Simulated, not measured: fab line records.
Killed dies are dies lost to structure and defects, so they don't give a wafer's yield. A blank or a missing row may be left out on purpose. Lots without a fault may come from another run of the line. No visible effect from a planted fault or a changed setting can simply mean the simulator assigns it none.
Which of the tools did it? || flow gf180mcu || 14 lots with 42 wafers sampled at 4 steps, on a route of 602 steps

## WHAT THE GAUGES SHOWED, per wafer
GF_MVPSD_TW_MEAS_11. Usual: MVPSD_TW typically reads 555, with standard deviation 7.5.
{"lot": "L151", "measured": "day 4 18:37", "on": "film-metro-03", "MVPSD_TW": "565 561 565", "flag": ""}
{"lot": "L152", "measured": "day 5 12:25", "on": "film-metro-03", "MVPSD_TW": "565 561 562", "flag": ""}
{"lot": "L153", "measured": "day 6 00:55", "on": "film-metro-01", "MVPSD_TW": "546 548 549", "flag": ""}
{"lot": "L154", "measured": "day 6 01:01", "on": "film-metro-04", "MVPSD_TW": "556 554 554", "flag": ""}
{"lot": "L155", "measured": "day 6 09:55", "on": "film-metro-03", "MVPSD_TW": "564 565 563", "flag": ""}
{"lot": "L157", "measured": "day 6 19:55", "on": "film-metro-01", "MVPSD_TW": "548 551 548", "flag": ""}
{"lot": "L158", "measured": "day 6 20:17", "on": "film-metro-01", "MVPSD_TW": "546 545 546", "flag": ""}
{"lot": "L163", "measured": "day 8 03:15", "on": "film-metro-03", "MVPSD_TW": "558 559 564", "flag": ""}
{"lot": "L167", "measured": "day 9 00:07", "on": "film-metro-03", "MVPSD_TW": "564 563 565", "flag": ""}
{"lot": "L168", "measured": "day 9 07:55", "on": "film-metro-04", "MVPSD_TW": "553 552 552", "flag": ""}
{"lot": "L170", "measured": "day 9 19:28", "on": "film-metro-01", "MVPSD_TW": "541 544 542", "flag": ""}
{"lot": "L172", "measured": "day 10 09:13", "on": "film-metro-01", "MVPSD_TW": "544 548 545", "flag": ""}
{"lot": "L173", "measured": "day 10 12:41", "on": "film-metro-04", "MVPSD_TW": "556 557 556", "flag": ""}
{"lot": "L174", "measured": "day 10 20:31", "on": "film-metro-04", "MVPSD_TW": "558 557 555", "flag": ""}

GF_POLY_GATE_THK_MEAS_01. Usual: POLY_GATE_CVD_00_THK typically reads 200.1 nm, with standard deviation 2.1.
{"lot": "L151", "measured": "day 8 01:53", "on": "film-metro-01", "POLY_GATE_CVD_00_THK (nm)": "200.7 199.8 201.0", "flag": ""}
{"lot": "L152", "measured": "day 9 03:04", "on": "film-metro-01", "POLY_GATE_CVD_00_THK (nm)": "200.6 200.3 200.8", "flag": ""}
{"lot": "L153", "measured": "day 9 14:16", "on": "film-metro-02", "POLY_GATE_CVD_00_THK (nm)": "196.3 195.7 196.2", "flag": ""}
{"lot": "L154", "measured": "day 9 15:35", "on": "film-metro-02", "POLY_GATE_CVD_00_THK (nm)": "196.4 197.9 199.1", "flag": ""}
{"lot": "L155", "measured": "day 10 02:56", "on": "film-metro-01", "POLY_GATE_CVD_00_THK (nm)": "198.2 198.0 196.8", "flag": ""}
{"lot": "L157", "measured": "day 10 16:51", "on": "film-metro-04", "POLY_GATE_CVD_00_THK (nm)": "199.7 199.0 200.5", "flag": ""}
{"lot": "L158", "measured": "day 10 16:49", "on": "film-metro-02", "POLY_GATE_CVD_00_THK (nm)": "201.0 199.0 202.8", "flag": ""}
{"lot": "L163", "measured": "day 12 05:16", "on": "film-metro-01", "POLY_GATE_CVD_00_THK (nm)": "198.9 200.2 197.8", "flag": ""}
{"lot": "L167", "measured": "day 13 05:59", "on": "film-metro-04", "POLY_GATE_CVD_00_THK (nm)": "204.7 203.8 204.2", "flag": ""}
{"lot": "L168", "measured": "day 13 11:09", "on": "film-metro-04", "POLY_GATE_CVD_00_THK (nm)": "198.0 198.6 197.9", "flag": ""}
{"lot": "L170", "measured": "day 14 00:01", "on": "film-metro-02", "POLY_GATE_CVD_00_THK (nm)": "200.1 200.3 201.4", "flag": ""}
{"lot": "L172", "measured": "day 14 19:07", "on": "film-metro-02", "POLY_GATE_CVD_00_THK (nm)": "197.9 198.8 198.3", "flag": ""}
{"lot": "L173", "measured": "day 14 21:07", "on": "film-metro-02", "POLY_GATE_CVD_00_THK (nm)": "201.1 199.4 201.0", "flag": ""}
{"lot": "L174", "measured": "day 15 04:05", "on": "film-metro-01", "POLY_GATE_CVD_00_THK (nm)": "197.9 198.7 197.5", "flag": ""}

GF_POLY_GATE_CD_MEAS_18. Usual: cd-nm at 278.8 nm, with a standard deviation of 1.9.
{"lot": "L151", "measured": "day 8 21:06", "on": "cd-sem-01", "cd-nm (nm)": "278.8 275.8 277.1", "flag": ""}
{"lot": "L152", "measured": "day 9 22:01", "on": "cd-sem-02", "cd-nm (nm)": "278.2 280.0 275.1", "flag": ""}
{"lot": "L153", "measured": "day 10 10:10", "on": "cd-sem-01", "cd-nm (nm)": "277.9 276.4 276.8", "flag": ""}
{"lot": "L154", "measured": "day 10 12:49", "on": "cd-sem-02", "cd-nm (nm)": "278.3 278.9 279.3", "flag": ""}
{"lot": "L155", "measured": "day 10 23:30", "on": "cd-sem-01", "cd-nm (nm)": "275.1 276.7 275.7", "flag": ""}
{"lot": "L157", "measured": "day 11 13:13", "on": "cd-sem-01", "cd-nm (nm)": "276.5 280.0 281.2", "flag": ""}
{"lot": "L158", "measured": "day 11 12:55", "on": "cd-sem-01", "cd-nm (nm)": "278.7 278.7 275.3", "flag": ""}
{"lot": "L163", "measured": "day 13 03:14", "on": "cd-sem-02", "cd-nm (nm)": "281.6 277.6 281.4", "flag": ""}
{"lot": "L167", "measured": "day 14 03:57", "on": "cd-sem-01", "cd-nm (nm)": "276.9 279.1 279.9", "flag": ""}
{"lot": "L168", "measured": "day 14 09:47", "on": "cd-sem-02", "cd-nm (nm)": "281.9 278.1 278.3", "flag": ""}
{"lot": "L170", "measured": "day 14 22:28", "on": "cd-sem-02", "cd-nm (nm)": "282.3 281.2 282.0", "flag": ""}
{"lot": "L172", "measured": "day 15 18:14", "on": "cd-sem-02", "cd-nm (nm)": "280.3 279.2 281.7", "flag": ""}
{"lot": "L173", "measured": "day 15 20:53", "on": "cd-sem-02", "cd-nm (nm)": "278.3 279.0 277.1", "flag": ""}
{"lot": "L174", "measured": "day 16 03:31", "on": "cd-sem-02", "cd-nm (nm)": "280.9 282.0 279.8", "flag": ""}

## EACH LOT AND THE TOOL THAT RAN IT (in order: tool; ch and the chambers of the sampled wafers; start)
{"lot": "L151", "GF_DUAL_GATE_SOFTBAKE_07": "litho-track-04 ch 0, day 7 14:17"}
{"lot": "L152", "GF_DUAL_GATE_SOFTBAKE_07": "litho-track-01 ch 0, day 8 14:42"}
{"lot": "L153", "GF_DUAL_GATE_SOFTBAKE_07": "litho-track-03 ch 0, day 9 01:38"}
{"lot": "L154", "GF_DUAL_GATE_SOFTBAKE_07": "litho-track-04 ch 0, day 9 03:05"}
{"lot": "L155", "GF_DUAL_GATE_SOFTBAKE_07": "litho-track-01 ch 0, day 9 14:44"}
{"lot": "L157", "GF_DUAL_GATE_SOFTBAKE_07": "litho-track-01 ch 0, day 10 03:23"}
{"lot": "L158", "GF_DUAL_GATE_SOFTBAKE_07": "litho-track-01 ch 0, day 10 04:59"}
{"lot": "L163", "GF_DUAL_GATE_SOFTBAKE_07": "litho-track-01 ch 0, day 11 13:18"}
{"lot": "L167", "GF_DUAL_GATE_SOFTBAKE_07": "litho-track-01 ch 0, day 12 17:02"}
{"lot": "L168", "GF_DUAL_GATE_SOFTBAKE_07": "litho-track-01 ch 0, day 12 21:44"}
{"lot": "L170", "GF_DUAL_GATE_SOFTBAKE_07": "litho-track-03 ch 0, day 13 09:47"}
{"lot": "L172", "GF_DUAL_GATE_SOFTBAKE_07": "litho-track-04 ch 0, day 14 04:22"}
{"lot": "L173", "GF_DUAL_GATE_SOFTBAKE_07": "litho-track-03 ch 0, day 14 06:48"}
{"lot": "L174", "GF_DUAL_GATE_SOFTBAKE_07": "litho-track-03 ch 0, day 14 14:41"}
- GF_DUAL_GATE_SOFTBAKE_07: time 60 s.

## WHAT THE TOOLS THEMSELVES READ (means of the sampled wafers that have a number; where no wafer has one, the mark that the record gives instead)
GF_DUAL_GATE_SOFTBAKE_07. Usual: run-length-s at 89.04 s, with a standard deviation of 0.15.
{"lot": "L151", "tool": "litho-track-04", "run-length-s (s)": 89.27, "flag": ""}
{"lot": "L152", "tool": "litho-track-01", "run-length-s (s)": 88.92, "flag": ""}
{"lot": "L153", "tool": "litho-track-03", "run-length-s (s)": 88.98, "flag": ""}
{"lot": "L154", "tool": "litho-track-04", "run-length-s (s)": 89.29, "flag": ""}
{"lot": "L155", "tool": "litho-track-01", "run-length-s (s)": 89.02, "flag": ""}
{"lot": "L157", "tool": "litho-track-01", "run-length-s (s)": 89.05, "flag": ""}
{"lot": "L158", "tool": "litho-track-01", "run-length-s (s)": 89.10, "flag": ""}
{"lot": "L163", "tool": "litho-track-01", "run-length-s (s)": 89.12, "flag": ""}
{"lot": "L167", "tool": "litho-track-01", "run-length-s (s)": 99.66, "flag": "OFF"}
{"lot": "L168", "tool": "litho-track-01", "run-length-s (s)": 99.64, "flag": "OFF"}
{"lot": "L170", "tool": "litho-track-03", "run-length-s (s)": 88.99, "flag": ""}
{"lot": "L172", "tool": "litho-track-04", "run-length-s (s)": 89.19, "flag": ""}
{"lot": "L173", "tool": "litho-track-03", "run-length-s (s)": 88.89, "flag": ""}
{"lot": "L174", "tool": "litho-track-03", "run-length-s (s)": 88.92, "flag": ""}

## THE ANSWER, worked out from the rows above alone
Rule: take the mean of a lot's wafers that have a number; if it is more than 3 standard deviations from the usual mean, the lot is off. A lot without any number at a reading at which 4 lots or more have one is off too. All remaining lots with rows at the step are treated as sound. Order of review: gauges by route order, followed by the tools' own readings, for which a lot's mean as printed above is used. At the first step where some lot is off, the reading lying furthest off is the one used; lots without a number count as furthest.
Off: L167, L168, at GF_DUAL_GATE_SOFTBAKE_07 (run-length-s).
A tool fits if, at that step or a process step before it, it ran every lot that is off, and no sound lot after the first of them. One candidate fits, namely litho-track-01 at GF_DUAL_GATE_SOFTBAKE_07. A fault onset in the window from L163 (day 11 13:18, its last sound lot) to L167 (day 12 17:02, its first lot off) fits.
On the lots that are off, the tool's own readings at GF_DUAL_GATE_SOFTBAKE_07 differ by more than 5 times the standard deviation of the sound lots' means, which bears it out; run-length-s reads 99.65 s there versus 89.06 s on the sound lots.

## WHAT THE SIMULATOR PUT IN
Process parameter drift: litho-track-01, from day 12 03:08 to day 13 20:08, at GF_DUAL_GATE_SOFTBAKE_07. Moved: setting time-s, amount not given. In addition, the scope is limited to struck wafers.
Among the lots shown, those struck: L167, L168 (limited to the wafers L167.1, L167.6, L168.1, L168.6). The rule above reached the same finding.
